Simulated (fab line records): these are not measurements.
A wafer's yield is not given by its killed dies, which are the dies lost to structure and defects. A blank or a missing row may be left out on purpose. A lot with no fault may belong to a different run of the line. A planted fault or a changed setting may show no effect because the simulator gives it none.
fab line records	flow sky130
record: lots: 11	wafers: 33	lastDay: 50
route steps=708 shown LDD_N@254 LDD_HVN@274 POLY_CUT@315 SD_P@324 PAD_OPEN@708
lots untouched by any fault: they come from a run of this same line in which no faults occurred
startH: the number of hours between the record's first day and the start of the first shown wafer of the lot	waitH: time in hours since the lot's previous step	" repeats the value in the row above	L1.1+2: a row that stands for several wafers	- value missing, or start not given	* or withheld: withheld	< > ~ a bound
route shown NAME@n: names a module that has steps shown in the file, with the first one's number in the route	usual: mean/standard deviation of fault-free wafers	same: alike in all rows	chamber/n: place in a boat	sites: the reading at each site	_std_site: their standard deviation	_edge_site: the outer-site mean with the inner-site mean subtracted	radiusMm: how far each site lies from the wafer's centre	mask NAME#n: copy n	behind: the most recent tool/chamber to have shaped the wafer	hold: reason for holding the lot/hours on hold/outcome of the hold	device: transistor that didn't switch, given as n, p or np	end of line: the route-end tests of the same wafers	step lacking rows: just its recipe	killed: at the first sort, the dies lost to defects and structure; wafer yield is something else	map: dies across one wafer; x = killed, . = not, _ = none there
set.NAME: setting as actually run; set.NAME@STEP: the setting as run at that earlier step	model.NAME: the simulator's own value behind a step, which no gauge read
one table for each step of the route and one row for each wafer, over a sample of lots
services: a tool's chamber out of use, with start hour (startH, from the record's first day; less than 0 if before it), hours out, and reason
== steps ==
step: SKY_LDD_N_TW_MEAS_17
usual: LDD_N_TW: 2573/19
lot.wafer	tool	chamber	startH	waitH	LDD_N_TW
L255.2	filmMetro-02	-	410.61	0.1	2598
L255.3	"	-	"	"	2599
L255.6	"	-	"	"	2600
L256.3	filmMetro-03	-	418.26	0.1	2560
L256.4	"	-	"	"	2557
L256.5	"	-	"	"	2540
L258.1	filmMetro-02	-	430.84	0.1	2600
L258.2	"	-	"	"	2587
L258.6	"	-	"	"	2599
L264.1	filmMetro-02	-	488.53	0.1	2587
L264.2	"	-	"	"	2599
L264.3	"	-	"	"	2592
L265.1	filmMetro-04	-	495.31	0.1	2566
L265.2	"	-	"	"	2564
L265.4	"	-	"	"	2570
L266.2	filmMetro-02	-	509.79	0.1	2579
L266.5	"	-	"	"	2576
L266.6	"	-	"	"	2582
L267.2	filmMetro-03	-	510.09	0.1	2541
L267.3	"	-	"	"	2554
L267.6	"	-	"	"	2551
L269.4	filmMetro-02	-	530.08	0.1	2593
L269.5	"	-	"	"	2598
L269.6	"	-	"	"	2603
L270.2	filmMetro-04	-	536.01	0.1	2575
L270.3	"	-	"	"	2555
L270.6	"	-	"	"	2553
L274.1	filmMetro-04	-	567.53	0.1	2577
L274.5	"	-	"	"	2565
L274.6	"	-	"	"	2572
L277.2	filmMetro-02	-	590.29	0.1	2587
L277.3	"	-	"	"	2589
L277.4	"	-	"	"	2598
step: SKY_LDD_HVN_OVL_MEAS_07
usual: LDD_HVN_OVL: -0.6/1.3
lot.wafer	tool	chamber	startH	waitH	LDD_HVN_OVL[nm]
L255.2	overlay-01	-	470.73	0.1	0.1
L255.3	"	-	"	"	-0.3
L255.6	"	-	"	"	-1.2
L256.3	overlay-02	-	480.23	0.1	-0.4
L256.4	"	-	"	"	-0.4
L256.5	"	-	"	"	0.2
L258.1	overlay-01	-	492.77	0.1	-1.6
L258.2	"	-	"	"	-2.7
L258.6	"	-	"	"	-2.1
L264.1	overlay-02	-	547.27	0.1	-2.1
L264.2	"	-	"	"	-0.8
L264.3	"	-	"	"	-1.1
L265.1	overlay-02	-	555.52	0.1	1.3
L265.2	"	-	"	"	1.5
L265.4	"	-	"	"	2.6
L266.2	overlay-02	-	569.65	0.1	0.0
L266.5	"	-	"	"	-0.4
L266.6	"	-	"	"	0.3
L267.2	overlay-02	-	570.25	0.1	-1.1
L267.3	"	-	"	"	-1.7
L267.6	"	-	"	"	0.1
L269.4	overlay-02	-	590.22	0.1	-0.6
L269.5	"	-	"	"	0.1
L269.6	"	-	"	"	-0.4
L270.2	overlay-01	-	594.33	0.1	-0.2
L270.3	"	-	"	"	-0.9
L270.6	"	-	"	"	-0.1
L274.1	overlay-02	-	626.77	0.1	-2.1
L274.5	"	-	"	"	-0.5
L274.6	"	-	"	"	-0.1
L277.2	overlay-01	-	648.33	0.1	0.5
L277.3	"	-	"	"	0.1
L277.4	"	-	"	"	-2.3
step: SKY_POLY_CUT_CD_MEAS_08
recipe: targetCdNm: 270
usual: cdNm: 270.0/1.4
lot.wafer	tool	chamber	startH	waitH	cdNm
L255.2	cdSem-02	-	564.43	-	270.1
L255.3	"	-	"	"	268.8
L255.6	"	-	"	"	269.7
L256.3	cdSem-01	-	573.31	-	268.7
L256.4	"	-	"	"	268.9
L256.5	"	-	"	"	269.9
L258.1	cdSem-01	-	584.07	-	269.2
L258.2	"	-	"	"	271.3
L258.6	"	-	"	"	269.3
L264.1	cdSem-01	-	638.47	-	272.3
L264.2	"	-	"	"	271.1
L264.3	"	-	"	"	271.7
L265.1	cdSem-01	-	645.22	-	267.8
L265.2	"	-	"	"	267.4
L265.4	"	-	"	"	267.8
L266.2	cdSem-01	-	662.19	-	268.0
L266.5	"	-	"	"	270.7
L266.6	"	-	"	"	269.6
L267.2	cdSem-02	-	662.34	-	268.7
L267.3	"	-	"	"	268.8
L267.6	"	-	"	"	267.0
L269.4	cdSem-02	-	680.32	-	271.1
L269.5	"	-	"	"	270.7
L269.6	"	-	"	"	269.9
L270.2	cdSem-02	-	684.04	-	270.5
L270.3	"	-	"	"	271.5
L270.6	"	-	"	"	268.8
L274.1	cdSem-01	-	712.96	-	270.3
L274.5	"	-	"	"	269.3
L274.6	"	-	"	"	270.0
L277.2	cdSem-01	-	734.18	-	271.3
L277.3	"	-	"	"	270.7
L277.4	"	-	"	"	269.9
step: SKY_SD_P_EXPOSE_04
recipe: maskId: PSDM	na: 0.6	sourceShape: conventional	sigmaOuter: 0.6	polarization: unpolarized	targetCdNm: 380	doseMj: 138
usual: exposureDoseMJCm2: 137.98/0.14
lot.wafer	tool	chamber	startH	waitH	mask	exposureDoseMJCm2
L255.2	ilineStepper-02	0	579.25	-	PSDM#0	138.07
L255.3	"	0	"	"	PSDM#0	138.05
L255.6	"	0	"	"	PSDM#0	137.77
L256.3	ilineStepper-02	0	588.43	-	PSDM#0	138.01
L256.4	"	0	"	"	PSDM#0	138.09
L256.5	"	0	"	"	PSDM#0	138.11
L258.1	ilineStepper-01	0	599.27	-	PSDM#0	138.00
L258.2	"	0	"	"	PSDM#0	138.36
L258.6	"	0	"	"	PSDM#0	138.20
L264.1	ilineStepper-01	0	652.54	-	PSDM#0	138.20
L264.2	"	0	"	"	PSDM#0	138.13
L264.3	"	0	"	"	PSDM#0	137.95
L265.1	ilineStepper-01	0	659.77	-	PSDM#0	137.93
L265.2	"	0	"	"	PSDM#0	137.93
L265.4	"	0	"	"	PSDM#0	137.78
L266.2	ilineStepper-01	0	677.11	-	PSDM#0	138.10
L266.5	"	0	"	"	PSDM#0	137.69
L266.6	"	0	"	"	PSDM#0	137.80
L267.2	ilineStepper-02	0	677.36	-	PSDM#0	138.08
L267.3	"	0	"	"	PSDM#0	137.80
L267.6	"	0	"	"	PSDM#0	137.78
L269.4	ilineStepper-02	0	694.53	-	PSDM#0	137.86
L269.5	"	0	"	"	PSDM#0	138.02
L269.6	"	0	"	"	PSDM#0	137.76
L270.2	ilineStepper-02	0	698.64	-	PSDM#0	137.93
L270.3	"	0	"	"	PSDM#0	138.09
L270.6	"	0	"	"	PSDM#0	138.10
L274.1	ilineStepper-02	0	727.94	-	PSDM#0	138.18
L274.5	"	0	"	"	PSDM#0	138.21
L274.6	"	0	"	"	PSDM#0	137.97
L277.2	ilineStepper-02	0	748.31	-	PSDM#0	138.20
L277.3	"	0	"	"	PSDM#0	137.83
L277.4	"	0	"	"	PSDM#0	138.04
step: SKY_SD_P_OVL_MEAS_08
usual: SD_P_OVL: -0.3/1.4
lot.wafer	tool	chamber	startH	waitH	SD_P_OVL[nm]
L255.2	overlay-02	-	593.62	0.1	0.8
L255.3	"	-	"	"	0.1
L255.6	"	-	"	"	2.0
L256.3	overlay-01	-	602.80	0.1	-0.5
L256.4	"	-	"	"	-1.1
L256.5	"	-	"	"	-0.8
L258.1	overlay-01	-	613.94	0.1	1.2
L258.2	"	-	"	"	1.4
L258.6	"	-	"	"	2.0
L264.1	overlay-02	-	666.74	0.1	-95.0
L264.2	"	-	"	"	-94.3
L264.3	"	-	"	"	-94.7
L265.1	overlay-01	-	674.09	0.1	-98.6
L265.2	"	-	"	"	-97.1
L265.4	"	-	"	"	-96.8
L266.2	overlay-01	-	691.00	0.1	-96.9
L266.5	"	-	"	"	-97.8
L266.6	"	-	"	"	-97.6
L267.2	overlay-01	-	691.24	0.1	3.9
L267.3	"	-	"	"	2.5
L267.6	"	-	"	"	2.6
L269.4	overlay-02	-	708.31	0.1	1.1
L269.5	"	-	"	"	1.4
L269.6	"	-	"	"	2.5
L270.2	overlay-02	-	712.49	0.1	-1.1
L270.3	"	-	"	"	-1.5
L270.6	"	-	"	"	-1.6
L274.1	overlay-02	-	741.49	0.1	0.9
L274.5	"	-	"	"	0.8
L274.6	"	-	"	"	1.4
L277.2	overlay-01	-	761.42	0.1	-0.7
L277.3	"	-	"	"	-1.2
L277.4	"	-	"	"	-1.7
step: SKY_PAD_OPEN_PROBE_99
usual: killed_at_M0_to_M3: 44/6.8	killed_at_M4_up: 3.4/2	killedAtContacts: 24/5.2	killedAtFrontEnd: 15/5.2	killedAtOther: 0.2/0.46	killedDies: 87/9.8	killedOpen: 47/7.5	killedShort: 39/6.8
same: grossDies: 492	killedAtBackSide: 0
lot.wafer	tool	chamber	startH	waitH	killed_at_M0_to_M3	killed_at_M4_up	killedAtContacts	killedAtFrontEnd	killedAtOther	killedDies	killedOpen	killedShort
L269.4	prober-02	-	1158.25	0.2	44	1	22	25	0	92	55	37
L269.5	prober-02	-	1158.30	0.2	51	0	28	15	1	95	53	42
L269.6	prober-02	-	1158.35	0.2	33	4	17	13	1	68	38	30
L270.2	prober-01	-	1162.84	0.1	46	5	27	11	0	89	40	49
L270.3	prober-01	-	1162.89	0.2	41	1	23	11	0	76	42	34
L270.6	prober-01	-	1163.04	0.2	46	4	27	8	0	85	43	42
killed by level:class
L269.4 VIA2:geometricParticle:open=11 CONTACT:geometricParticle:open=10 VIA3:geometricParticle:open=8 FIELD_ISO:geometricParticle:short=7 FIELD_ISO:geometricParticle:open=6 POLY_GATE:geometricParticle:open=6 CONTACT:geometricParticle:short=5 METAL1:geometricParticle:short=5
L269.5 CONTACT:geometricParticle:open=15 VIA1:geometricParticle:open=10 METAL1:geometricParticle:short=9 VIA2:geometricParticle:open=7 LOCAL_INTERCONNECT:geometricParticle:short=6 VIA3:geometricParticle:open=5 FIELD_ISO:geometricParticle:short=4 LI_CONTACT:geometricParticle:open=4
L269.6 CONTACT:geometricParticle:open=7 FIELD_ISO:geometricParticle:open=6 VIA2:geometricParticle:open=6 VIA1:geometricParticle:open=6 METAL1:geometricParticle:short=5 VIA3:geometricParticle:open=5 VIA1:geometricParticle:short=4 FIELD_ISO:geometricParticle:short=3
L270.2 VIA1:geometricParticle:open=9 VIA3:geometricParticle:open=8 CONTACT:geometricParticle:short=7 METAL2:geometricParticle:short=7 METAL1:geometricParticle:short=6 LI_CONTACT:geometricParticle:open=6 LOCAL_INTERCONNECT:geometricParticle:short=5 FIELD_ISO:geometricParticle:short=4
L270.3 CONTACT:geometricParticle:open=9 VIA1:geometricParticle:open=7 VIA3:geometricParticle:open=6 METAL2:geometricParticle:short=5 VIA1:geometricParticle:short=5 VIA2:geometricParticle:open=5 LI_CONTACT:geometricParticle:open=4 CONTACT:geometricParticle:short=4
L270.6 CONTACT:geometricParticle:open=13 VIA1:geometricParticle:open=13 METAL2:geometricParticle:short=11 CONTACT:geometricParticle:short=5 METAL1:geometricParticle:short=5 FIELD_ISO:geometricParticle:short=4 LI_CONTACT:geometricParticle:open=4 LOCAL_INTERCONNECT:geometricParticle:short=3
== services ==
tool	chamber	startH	hours	kind
ilineStepper-02	-	593.04	1.7	pm
ilineStepper-02	-	644.82	2.1	pm
ilineStepper-02	-	646.90	-	consumableReplace:lamp
ilineStepper-01	-	727.79	4.4	pm
ilineStepper-01	-	744.60	1.7	pm
== key ==
firstSign: step: SKY_SD_P_OVL_MEAS_08	reading: SD_P_OVL	direction: down	sigmas: 68	usual: -0.3	struck: -96.5
effect none on later readings
metAt SKY_SD_P_EXPOSE_04
struckLots L264,L265,L266
testerLeftOut L264,L265,L266
notActingAt SKY_LDD_N_TW_MEAS_17,SKY_LDD_HVN_OVL_MEAS_07,SKY_POLY_CUT_CD_MEAS_08
onsetBetween 599.27 652.54
fault: kind: scannerMatchingOverlay	tool: ilineStepper-01	chamber: -	onsetH: 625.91	steps: SKY_SD_P_EXPOSE_04	offset: -94.854
testerLeftOut: of these lots the tester's yield and bins aren't shown, on N5 and GAA mostly nor the transistor test; their killed dies are dies lost to structure and defects alone, not to doping, threshold or leakage, so they don't give the yield
